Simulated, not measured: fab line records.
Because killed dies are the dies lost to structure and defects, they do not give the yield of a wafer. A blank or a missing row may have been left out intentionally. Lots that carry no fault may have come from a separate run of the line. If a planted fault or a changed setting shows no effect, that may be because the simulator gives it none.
Split-lot experiment || flow sky130 || 27 wafers read from 5 lots, route of 708 steps

ON THE SPLIT
At SKY_POLY_GATE_DEVELOP_12 (develop time 60 s), the setting develop-time-s was moved away from the recipe's 60 s on 9 of the 27 wafers read, by -42.3% to +58.7%. The other wafers ran this setting at the recipe's value.

FROM THE SPLIT TO THE READING: what the file shows between them, 7 steps
- SKY_POLY_GATE_CD_MEAS_13: target cd 150 nm
- SKY_POLY_GATE_ETCH_15: etches BARC in N2/H2, stops on SiO2, time 118.5 s, target depth 110 nm
- SKY_POLY_GATE_ETCH_16: etches Si3N4 in CH3F/O2, stops on poly-Si, time 147.5 s, target depth 75 nm
- SKY_POLY_GATE_ETCH_17: etches poly-Si in HBr/Cl2, stops on SiO2, target depth 180 nm, time 70.5 s
- SKY_POLY_GATE_STRIP_18: strips in O2/N2
- SKY_POLY_GATE_CLEAN_19: cleans in SC1/SC2, time 150 s
- SKY_POLY_GATE_OXIDATION_20: stabilise 600 s, purge 300 s, target thk 4 nm

THE READING
cd-nm, in nm, at SKY_POLY_GATE_CD_MEAS_22. Fault-free wafers of this fab line usually give 149.5 nm, standard deviation 2.6 nm.

{"wafer": "L077.1", "tool, chamber at the split": "litho-track-02, 0", "develop-time-s as run, s": 35.79, "against the recipe": "-40.3%", "cd-nm, nm": 155.9, "against lot-mates on the recipe": "+7.3"}
{"wafer": "L077.2", "tool, chamber at the split": "litho-track-02, 0", "develop-time-s as run, s": 60, "against the recipe": "recipe", "cd-nm, nm": 150.4, "against lot-mates on the recipe": "-"}
{"wafer": "L077.3", "tool, chamber at the split": "litho-track-02, 0", "develop-time-s as run, s": 35.79, "against the recipe": "-40.3%", "cd-nm, nm": 157.1, "against lot-mates on the recipe": "+8.5"}
{"wafer": "L077.4", "tool, chamber at the split": "litho-track-02, 0", "develop-time-s as run, s": 60, "against the recipe": "recipe", "cd-nm, nm": 149.9, "against lot-mates on the recipe": "-"}
{"wafer": "L077.5", "tool, chamber at the split": "litho-track-02, 0", "develop-time-s as run, s": 60, "against the recipe": "recipe", "cd-nm, nm": 145.6, "against lot-mates on the recipe": "-"}
{"wafer": "L077.6", "tool, chamber at the split": "litho-track-02, 0", "develop-time-s as run, s": 35.79, "against the recipe": "-40.3%", "cd-nm, nm": 158.1, "against lot-mates on the recipe": "+9.5"}
{"wafer": "L080.1", "tool, chamber at the split": "litho-track-02, 0", "develop-time-s as run, s": 60, "against the recipe": "recipe", "cd-nm, nm": 150.7, "against lot-mates on the recipe": "-"}
{"wafer": "L080.2", "tool, chamber at the split": "litho-track-02, 0", "develop-time-s as run, s": 60, "against the recipe": "recipe", "cd-nm, nm": 153.9, "against lot-mates on the recipe": "-"}
{"wafer": "L080.3", "tool, chamber at the split": "litho-track-02, 0", "develop-time-s as run, s": 60, "against the recipe": "recipe", "cd-nm, nm": 149.5, "against lot-mates on the recipe": "-"}
{"wafer": "L080.4", "tool, chamber at the split": "litho-track-02, 0", "develop-time-s as run, s": 60, "against the recipe": "recipe", "cd-nm, nm": 149.4, "against lot-mates on the recipe": "-"}
{"wafer": "L080.5", "tool, chamber at the split": "litho-track-02, 0", "develop-time-s as run, s": 60, "against the recipe": "recipe", "cd-nm, nm": 151.9, "against lot-mates on the recipe": "-"}
{"wafer": "L080.6", "tool, chamber at the split": "litho-track-02, 0", "develop-time-s as run, s": 60, "against the recipe": "recipe", "cd-nm, nm": 149.8, "against lot-mates on the recipe": "-"}
{"wafer": "L082.1", "tool, chamber at the split": "litho-track-04, 0", "develop-time-s as run, s": 34.6, "against the recipe": "-42.3%", "cd-nm, nm": 155.2, "against lot-mates on the recipe": "+8.5"}
{"wafer": "L082.2", "tool, chamber at the split": "litho-track-04, 0", "develop-time-s as run, s": 60, "against the recipe": "recipe", "cd-nm, nm": 146.6, "against lot-mates on the recipe": "-"}
{"wafer": "L082.3", "tool, chamber at the split": "litho-track-04, 0", "develop-time-s as run, s": 34.6, "against the recipe": "-42.3%", "cd-nm, nm": 156.5, "against lot-mates on the recipe": "+9.8"}
{"wafer": "L082.4", "tool, chamber at the split": "litho-track-04, 0", "develop-time-s as run, s": 34.6, "against the recipe": "-42.3%", "cd-nm, nm": 157.2, "against lot-mates on the recipe": "+10.5"}
{"wafer": "L082.5", "tool, chamber at the split": "litho-track-04, 0", "develop-time-s as run, s": 60, "against the recipe": "recipe", "cd-nm, nm": 146.4, "against lot-mates on the recipe": "-"}
{"wafer": "L082.6", "tool, chamber at the split": "litho-track-04, 0", "develop-time-s as run, s": 60, "against the recipe": "recipe", "cd-nm, nm": 147.1, "against lot-mates on the recipe": "-"}
{"wafer": "L084.1", "tool, chamber at the split": "litho-track-04, 0", "develop-time-s as run, s": 60, "against the recipe": "recipe", "cd-nm, nm": 146.5, "against lot-mates on the recipe": "-"}
{"wafer": "L084.2", "tool, chamber at the split": "litho-track-04, 0", "develop-time-s as run, s": 60, "against the recipe": "recipe", "cd-nm, nm": 148.5, "against lot-mates on the recipe": "-"}
{"wafer": "L084.4", "tool, chamber at the split": "litho-track-04, 0", "develop-time-s as run, s": 60, "against the recipe": "recipe", "cd-nm, nm": 148.6, "against lot-mates on the recipe": "-"}
{"wafer": "L085.1", "tool, chamber at the split": "litho-track-02, 0", "develop-time-s as run, s": 60, "against the recipe": "recipe", "cd-nm, nm": 153.7, "against lot-mates on the recipe": "-"}
{"wafer": "L085.2", "tool, chamber at the split": "litho-track-02, 0", "develop-time-s as run, s": 95.22, "against the recipe": "+58.7%", "cd-nm, nm": 143.4, "against lot-mates on the recipe": -8.8}
{"wafer": "L085.3", "tool, chamber at the split": "litho-track-02, 0", "develop-time-s as run, s": 60, "against the recipe": "recipe", "cd-nm, nm": 149.9, "against lot-mates on the recipe": "-"}
{"wafer": "L085.4", "tool, chamber at the split": "litho-track-02, 0", "develop-time-s as run, s": 95.22, "against the recipe": "+58.7%", "cd-nm, nm": 145.9, "against lot-mates on the recipe": -6.3}
{"wafer": "L085.5", "tool, chamber at the split": "litho-track-02, 0", "develop-time-s as run, s": 60, "against the recipe": "recipe", "cd-nm, nm": 153.1, "against lot-mates on the recipe": "-"}
{"wafer": "L085.6", "tool, chamber at the split": "litho-track-02, 0", "develop-time-s as run, s": 95.22, "against the recipe": "+58.7%", "cd-nm, nm": 140.7, "against lot-mates on the recipe": -11.5}

THE FIT
A straight line over all 27 wafers: cd-nm changes by -0.137 nm for each +1% of develop-time-s; r = -0.85; the points scatter about the line by 2.4 nm.
The same after taking each lot's own level away (the mean of its wafers on the recipe; 27 wafers): -0.183 nm for each +1%; r = -0.95; scatter 1.7 nm.
Per that fit: largest develop-time-s move, reading shift of 11 nm.
Measured against the standard deviation above, the lots' own levels, which go from 146.70 to 152.23 nm, span 2.1 times it.
Hence the slope depends on the lot-to-lot level, as the two fits are not the same.
Check: for one of the wafers moved furthest among these (+58.7%), held out of the fit, the line's prediction against its lot-mates is -10.6 nm. Against them it came out at -8.83 nm.

ADDITIONAL SPLITS CARRIED BY THESE WAFERS
Other splits were also applied to these wafers ahead of the reading. Each is held against what the fit with the lots' levels taken away leaves over:
{"other split on the same wafers": "SKY_FIELD_ISO_CVD_03 time-s", "wafers away from the commonest value": 18, "r with cd-nm (lot level and that fit taken away)": "+0.06"}
{"other split on the same wafers": "SKY_SONOS_ONO_CVD_02 time-s", "wafers away from the commonest value": 18, "r with cd-nm (lot level and that fit taken away)": "+0.07"}

THE WHOLE CHAIN: every reading that the file lists as answering this split, in the file's order
{"step": "SKY_POLY_GATE_CD_MEAS_13", "what it does": "target cd 150 nm", "reading": "cd-nm", "change (the file's fit)": "-0.199 nm for each +1% of the setting", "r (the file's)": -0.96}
{"step": "SKY_POLY_GATE_ETCH_15", "what it does": "etches BARC in N2/H2, stops on SiO2, time 118.5 s, target depth 110 nm", "reading": "POLY_GATE.cd-nm (the simulator's own value, which no gauge read)", "change (the file's fit)": "-0.201 nm for each +1% of the setting", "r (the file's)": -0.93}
{"step": "SKY_POLY_GATE_ETCH_17", "what it does": "etches poly-Si in HBr/Cl2, stops on SiO2, target depth 180 nm, time 70.5 s", "reading": "POLY_GATE.cd-nm (the simulator's own value, which no gauge read)", "change (the file's fit)": "-0.186 nm for each +1% of the setting", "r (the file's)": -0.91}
{"step": "SKY_POLY_GATE_CD_MEAS_22", "what it does": "", "reading": "cd-nm", "change (the file's fit)": "-0.185 nm for each +1% of the setting", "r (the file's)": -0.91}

THE FILE'S OWN FIT
cd-nm changes by -0.185 nm for each +1% of develop-time-s, r = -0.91.
